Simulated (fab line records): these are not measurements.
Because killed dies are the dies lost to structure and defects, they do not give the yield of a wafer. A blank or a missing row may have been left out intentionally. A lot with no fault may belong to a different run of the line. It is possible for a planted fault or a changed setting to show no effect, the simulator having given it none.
Problem report in the 8D (eight disciplines) form, filled by code	flow gf180mcu	the parts of the form that need people (team, actions taken, sign-off) are left out

## 1. WHAT IS WRONG
At GF_HV_LDD_CD_MEAS_07, cd nm averages 386.9 nm over 2 wafers from 2 lots, while fault-free wafers read 399.6 nm, standard deviation 2. Relative to the usual mean, that is a shift of -6.4 standard deviations.
The step: target cd 400 nm.
Earliest sighting: wafer L344.6 on cd sem-01 at day 13 08:08. Wafers with a number at this step in the record: 40, from 14 lots. The rule behind "out" and "out of limits": a value lying over 4 standard deviations away from the usual mean. The other wafers with a number count as sound.

## 2. WHAT IT IS AND WHAT IT IS NOT
question	is	is not
which readings at this step	cd nm	-
which lots	L344, L346	L333, L334, L335, L336, L337, L338, L347, L348, L350, L351, L352, L356
which wafers of those lots	L344.6, L346.6	L344.3, L346.3
read on which gauges	cd sem-01	cd sem-02
when	from day 13 08:08	up to then (19 sound wafers); but 19 sound wafers of L346, L347, L348, L350, L351, L352, L356 came after

## 3. SUSPECTS, AND WHAT RULES EACH OUT
Counting: a tool at a process step up to the reading stays a suspect if it ran every lot that is out. Sound lots after the first of them don't rule it out here, since some wafers of a struck lot are sound.
- the gauge at GF_HV_LDD_CD_MEAS_07: kept. All the wafers that are out were read on cd sem-01, and no step on other tools shows them out.
- litho track-04 at GF_HV_LDD_DEVELOP_06 (develop time 60 s): kept. Ran every lot that is out, first one L344 (day 13 08:00); last sound lot up to then L338 (day 11 08:25).
Remaining after the count are litho track-04 at GF_HV_LDD_DEVELOP_06 and cd sem-01 at GF_HV_LDD_CD_MEAS_07.

## 4. THE CAUSE (what the simulator had put in)
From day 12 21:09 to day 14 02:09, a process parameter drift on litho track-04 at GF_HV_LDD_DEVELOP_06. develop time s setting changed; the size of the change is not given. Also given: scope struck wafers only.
After counting, 2 suspects remain, this tool included.

## 5. SEQUENCE OF EFFECTS, ordered by route
Each row: a reading whose mean over the struck wafers that have a number lies more than 3 standard deviations from the usual. Only readings whose record carries a usual standard deviation are examined. hours: median over the lots of the time between each lot's start at the first step of this table that gives one and its start at this step. sigmas: the change, counted in usual standard deviations.
hours	step	reading	usual	on struck wafers	change	sigmas
0	GF_HV_LDD_CD_MEAS_07	cd nm	399.6 nm	386.9	-12.8	-6.4
At these later measuring or inspecting steps, every struck wafer for which the step has a row has a number for every such reading, and none has moved that far: GF_HV_LDD_CD_MEAS_46, GF_CONTACT_RS_MEAS_25, GF_M1_THK_MEAS_06.

## 6. HOW IT WOULD HAVE BEEN CAUGHT EARLIER
The first out-of-limits reading at a measuring or inspecting step in this record came at day 13 08:08, 11 hours after the fault's start at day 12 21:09.
Lots out: 2; of these, L346 started GF_HV_LDD_DEVELOP_06 on litho track-04 after day 13 08:08. A tool hold placed at that time would have kept it from harm.
